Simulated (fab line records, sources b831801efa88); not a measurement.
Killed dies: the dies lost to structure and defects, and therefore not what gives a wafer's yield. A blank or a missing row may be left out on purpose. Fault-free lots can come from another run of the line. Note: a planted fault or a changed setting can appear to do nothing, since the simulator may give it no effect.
Comparing a struck lot with a sound one | flow sky130 | 43 steps out of a route of 708
Sound: wafers L475.1, L475.2, L475.3. Wafers struck: L486.1, L486.4, L486.6. At the end, the cause is stated.
Per side, at each step with rows, come the tool, then ch with its chambers, and then its first start. Under that, the readings that differ: sound wafers | struck wafers | difference of the means | sigmas: that difference in standard deviations of wafers without a fault.
alike: readings whose means differ by less than 2 such deviations, and words and numbers that are the same on both sides. not compared: withheld readings, readings that some wafer has no value for, bounds like >300 that may hide the same value, and numbers for which the record gives no deviation and whose values overlap.
Wherever a step has rows on one side only, a row that says differs or no value, or a row with sigmas, the two part there. When numbers do not overlap yet have no deviation, they are printed without sigmas and do not part them. Lack of a reading on every wafer of one side parts them only where that side has two or more wafers.

SKY_GATE_OXIDE_TW_MEAS_14:
  sound: film_metro-04 at day 14 16:58; struck: film_metro-01 at day 18 15:54
  alike: GATE_OXIDE_TW
then, 3 steps without rows for these wafers: SKY_GATE_OXIDE_CLEAN_15 (cleans in SC1/SC2, time 150 s); SKY_GATE_OXIDE_OXIDATION_16 (stabilise 600 s, purge 300 s, target thk 3.57 nm); SKY_POLY_GATE_CVD_00 (deposits poly-Si, target thk 180 nm, time 720 s).
SKY_POLY_GATE_THK_MEAS_01:
  sound: film_metro-04 at day 14 19:49; struck: film_metro-02 at day 18 19:55
  alike: POLY_GATE_CVD_00_THK
then, 7 steps without rows for these wafers: SKY_RES_PROTECT_DEHYDRATE_00 (time 60 s); SKY_RES_PROTECT_HMDS_01 (prime time 60 s); SKY_RES_PROTECT_COAT_02 (resist thk 1140 nm); SKY_RES_PROTECT_SOFTBAKE_03 (time 60 s); SKY_RES_PROTECT_EXPOSE_04 (exposes mask RPM, target cd 1270 nm); SKY_RES_PROTECT_PEB_05; SKY_RES_PROTECT_DEVELOP_06 (develop time 60 s).
SKY_POLY_GATE_IMPLANT_02:
  sound on implanter-03 ch 0, day 15 21:21; struck on implanter-01 ch 0, day 20 02:54
SKY_RES_PROTECT_STRIP_07: strips in O2/N2.
  sound on plasma_asher-02 ch 0,1, day 15 21:30; struck on plasma_asher-03 ch 0,1, day 20 03:03
  alike: drypump_motor_current_A, oes_product_au, strip_time_to_endpoint_s
  not compared: rf_hours_counter_h
SKY_RES_PROTECT_TW_MEAS_08:
  sound: film_metro-01 at day 15 21:36; struck: film_metro-04 at day 20 03:09
  reading      | sound          | struck         | difference | sigmas
  POLY_GATE_TW | 4086 4103 4097 | 3975 3976 3987 | -116       | -3
then, 2 steps without rows for these wafers: SKY_RES_PROTECT_CLEAN_09 (cleans in SC1/SC2, time 150 s); SKY_POLY_GATE_CVD_03 (deposits Si3N4 from DCS/NH3, target thk 75 nm, time 1290 s).
SKY_POLY_GATE_THK_MEAS_04:
  sound: film_metro-04 at day 16 00:22; struck: film_metro-02 at day 20 05:22
  reading                   | sound          | struck         | difference | sigmas
  POLY_GATE_CVD_03_THK (nm) | 75.2 75.5 75.2 | 73.8 73.4 73.8 | -1.6       | -2
then, 8 steps without rows for these wafers: SKY_POLY_GATE_DEHYDRATE_05 (time 60 s); SKY_POLY_GATE_HMDS_06 (prime time 60 s); SKY_POLY_GATE_COAT_07 (resist thk 110 nm); SKY_POLY_GATE_COAT_08 (resist thk 450 nm); SKY_POLY_GATE_SOFTBAKE_09 (time 90 s); SKY_POLY_GATE_EXPOSE_10 (exposes mask P1M, target cd 150 nm); SKY_POLY_GATE_PEB_11; SKY_POLY_GATE_DEVELOP_12 (develop time 60 s).
SKY_POLY_GATE_CD_MEAS_13 targets a cd of 150 nm.
  sound: cd_sem-01 at day 17 05:56; struck: cd_sem-02 at day 21 12:14
  alike: cd_nm
SKY_POLY_GATE_OVL_MEAS_14:
  sound: overlay-01 at day 17 06:03; struck: overlay-02 at day 21 12:21
  alike: POLY_GATE_OVL
SKY_POLY_GATE_ETCH_15: etches BARC in N2/H2, stops on SiO2, time 118.5 s, target depth 110 nm.
  sound on rie_diel-03 ch 0,1,3, day 17 06:05; struck on rie_diel-03 ch 0,1,2, day 21 12:23
  alike: drypump_motor_current_A, oes_product_au, throttle_valve_pct
  not compared: rf_hours_counter_h
SKY_POLY_GATE_ETCH_16: etches Si3N4 in CH3F/O2, stops on poly-Si, time 147.5 s, target depth 75 nm.
  sound on rie_diel-03 ch 0,1,3, day 17 06:10; struck on rie_diel-03 ch 0,1,2, day 21 12:28
  alike: drypump_motor_current_A, oes_product_au, throttle_valve_pct
  not compared: rf_hours_counter_h
SKY_POLY_GATE_ETCH_17: etches poly-Si in HBr/Cl2, stops on SiO2, target depth 180 nm, time 70.5 s.
  sound on rie_si-02 ch 0,1,3, day 17 06:16; struck on rie_si-01 ch 1,3, day 21 12:34
  alike: drypump_motor_current_A, oes_product_au, throttle_valve_pct
  not compared: rf_hours_counter_h
SKY_POLY_GATE_STRIP_18: strips in O2/N2.
  sound on plasma_asher-03 ch 0,1, day 17 06:19; struck on plasma_asher-01 ch 0, day 21 12:37
  alike: drypump_motor_current_A, oes_product_au, strip_time_to_endpoint_s
  not compared: rf_hours_counter_h
then, 2 steps without rows for these wafers: SKY_POLY_GATE_CLEAN_19 (cleans in SC1/SC2, time 150 s); SKY_POLY_GATE_OXIDATION_20 (stabilise 600 s, purge 300 s, target thk 4 nm).
SKY_POLY_GATE_THK_MEAS_21:
  sound: film_metro-02 at day 17 08:25; struck: film_metro-02 at day 21 14:02
  alike: POLY_GATE_OXIDATION_THK
SKY_POLY_GATE_CD_MEAS_22:
  sound: cd_sem-02 at day 17 08:28; struck: cd_sem-02 at day 21 14:05
  alike: cd_nm
then, 6 steps without rows for these wafers: SKY_LDD_N_DEHYDRATE_00 (time 60 s); SKY_LDD_N_HMDS_01 (prime time 60 s); SKY_LDD_N_COAT_02 (resist thk 300 nm); SKY_LDD_N_SOFTBAKE_03 (time 60 s); SKY_LDD_N_EXPOSE_04 (exposes mask NTM, target cd 840 nm); SKY_LDD_N_PEB_05.
-- the record jumps here: 27 days lie between the struck wafers' starts before and after (it left off in module LDD_N and takes up again in module PAD_OPEN, whose first step shown is number 708 of the route) --
SKY_PAD_OPEN_PROBE_99:
  sound: prober-02 at day 46 11:56; struck: prober-01 at day 49 01:38
  reading                                        | sound                  | struck               | difference | sigmas
  model.etest.res_poly.rs_ohm_sq_rim_less_centre | -0.6846 0.09902 0.1139 | -3.338 -3.587 -2.946 | -3.133     |
  model.etest.res_poly.rs_ohm_sq_range           | 1.135 0.792 1.137      | 4.263 3.893 3.27     | +2.787     |
  alike: killed_at_M0_to_M3, killed_at_M4_up, killed_at_contacts, killed_at_front_end, killed_at_other, killed_dies, killed_open, killed_short

WHERE THEY PART
Last at SKY_POLY_GATE_THK_MEAS_04 as far as this record goes, first at SKY_RES_PROTECT_TW_MEAS_08. Later steps at which nothing parts them and some readings are alike: SKY_POLY_GATE_CD_MEAS_13, SKY_POLY_GATE_OVL_MEAS_14, SKY_POLY_GATE_ETCH_15, SKY_POLY_GATE_ETCH_16, SKY_POLY_GATE_ETCH_17, SKY_POLY_GATE_STRIP_18, SKY_POLY_GATE_THK_MEAS_21, SKY_POLY_GATE_CD_MEAS_22, SKY_PAD_OPEN_PROBE_99.

WHY: what the simulator had put in
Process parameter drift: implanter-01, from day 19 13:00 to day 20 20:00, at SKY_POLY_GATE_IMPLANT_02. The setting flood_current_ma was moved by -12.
